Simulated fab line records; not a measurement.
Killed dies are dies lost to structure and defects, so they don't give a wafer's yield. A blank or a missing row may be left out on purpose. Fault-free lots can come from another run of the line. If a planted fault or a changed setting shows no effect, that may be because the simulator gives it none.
Which tool is to blame? / flow gf180mcu / 11 lots, 33 wafers sampled, at 3 steps of a route of 602

## WHAT EACH GAUGE READ, for each wafer
GF_V3_RS_MEAS_24: a four-point-probe measurement.
lot=L590; measured=day 22 05:04; on=filmMetro-04; V3_W_RS (ohm/sq)=0.324 0.327 0.324
lot=L592; measured=day 23 01:06; on=filmMetro-04; V3_W_RS (ohm/sq)=0.323 0.326 0.325
lot=L594; measured=day 24 01:26; on=filmMetro-04; V3_W_RS (ohm/sq)=0.327 0.329 0.324
lot=L596; measured=day 24 23:32; on=filmMetro-04; V3_W_RS (ohm/sq)=0.324 0.323 0.322
lot=L597; measured=day 25 04:40; on=filmMetro-03; V3_W_RS (ohm/sq)=0.327 0.328 0.324
lot=L598; measured=day 25 21:50; on=filmMetro-03; V3_W_RS (ohm/sq)=0.322 0.331 0.325
lot=L600; measured=day 26 03:54; on=filmMetro-03; V3_W_RS (ohm/sq)=0.329 0.331 0.331
lot=L601; measured=day 26 08:30; on=filmMetro-04; V3_W_RS (ohm/sq)=0.331 0.332 0.334
lot=L603; measured=day 26 23:22; on=filmMetro-04; V3_W_RS (ohm/sq)=0.330 0.329 0.329
lot=L604; measured=day 27 08:20; on=filmMetro-04; V3_W_RS (ohm/sq)=0.295 0.324 0.302 0.295 0.324 0.301
lot=L605; measured=day 27 16:04; on=filmMetro-03; V3_W_RS (ohm/sq)=0.303 0.308 0.331 0.303 0.308 0.330

## WHAT TOOL EACH LOT RAN ON (gives the tool, then ch and the chambers of the sampled wafers, and finally the start)
lot=L590; GF_M3_SPUTTER_01=pvdSputter-01, day 20 02:59; GF_V3_CVD_23=cvdW-02 ch 0,1, day 22 04:57
lot=L592; GF_M3_SPUTTER_01=pvdSputter-02, day 20 22:43; GF_V3_CVD_23=cvdW-01 ch 0,1, day 23 00:59
lot=L594; GF_M3_SPUTTER_01=pvdSputter-02, day 21 22:49; GF_V3_CVD_23=cvdW-02 ch 0,1, day 24 01:19
lot=L596; GF_M3_SPUTTER_01=pvdSputter-01, day 22 23:10; GF_V3_CVD_23=cvdW-02 ch 0,1, day 24 23:25
lot=L597; GF_M3_SPUTTER_01=pvdSputter-01, day 23 05:23; GF_V3_CVD_23=cvdW-01 ch 0,1, day 25 04:34
lot=L598; GF_M3_SPUTTER_01=pvdSputter-01, day 23 23:01; GF_V3_CVD_23=cvdW-01 ch 0, day 25 21:38
lot=L600; GF_M3_SPUTTER_01=pvdSputter-01, day 24 05:14; GF_V3_CVD_23=cvdW-01 ch 0,1, day 26 03:46
lot=L601; GF_M3_SPUTTER_01=pvdSputter-03, day 24 12:20; GF_V3_CVD_23=cvdW-01 ch 0,1, day 26 08:23
lot=L603; GF_M3_SPUTTER_01=pvdSputter-03, day 25 03:02; GF_V3_CVD_23=cvdW-01 ch 0,1, day 26 23:14
lot=L604; GF_M3_SPUTTER_01=pvdSputter-01, day 25 12:32; GF_V3_CVD_23=cvdW-01 ch 0,1, day 27 08:14
lot=L605; GF_M3_SPUTTER_01=pvdSputter-03, day 25 20:19; GF_V3_CVD_23=cvdW-01 ch 0,1, day 27 15:57
- GF_M3_SPUTTER_01: material TiN, target thk 30 nm, time 25 s.
- GF_V3_CVD_23: deposits W, target thk 350 nm, time 104.9 s.

## THE ANSWER, worked out from the rows above alone
Rule: what is usual is taken from the lots themselves. Put in order of their means at a reading, lots are off if they are a third of the lots or fewer, leave a main group of 4 or more, and stand apart from it by a gap of 3 or more times the standard deviation of the main group's means; of several such gaps the widest counts. Not used: any main group whose means are identical at the precision the tables above print for the reading. A lot without any number at a reading at which 4 lots or more have one is off too. The other lots that the step has rows for count as sound.
Off: L604, L605, seen at GF_V3_RS_MEAS_24 (V3_W_RS). Main group: mean 0.327 ohm/sq, sd 0.0028.
A tool fits if, at a process step before that reading, it ran every lot that is off, and no sound lot after the first of them. Those tools and the gauges at GF_V3_RS_MEAS_24 are tried in the same way. One fits: GF_V3_CVD_23 on cvdW-01. Its last sound lot is L603 (day 26 23:14), its first lot that is off L604 (day 27 08:14): a fault that began between those two fits.

## WHAT WAS PUT IN BY THE SIMULATOR
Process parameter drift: cvdW-01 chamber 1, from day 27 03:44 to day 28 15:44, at GF_V3_CVD_23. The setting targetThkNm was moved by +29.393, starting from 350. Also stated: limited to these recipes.
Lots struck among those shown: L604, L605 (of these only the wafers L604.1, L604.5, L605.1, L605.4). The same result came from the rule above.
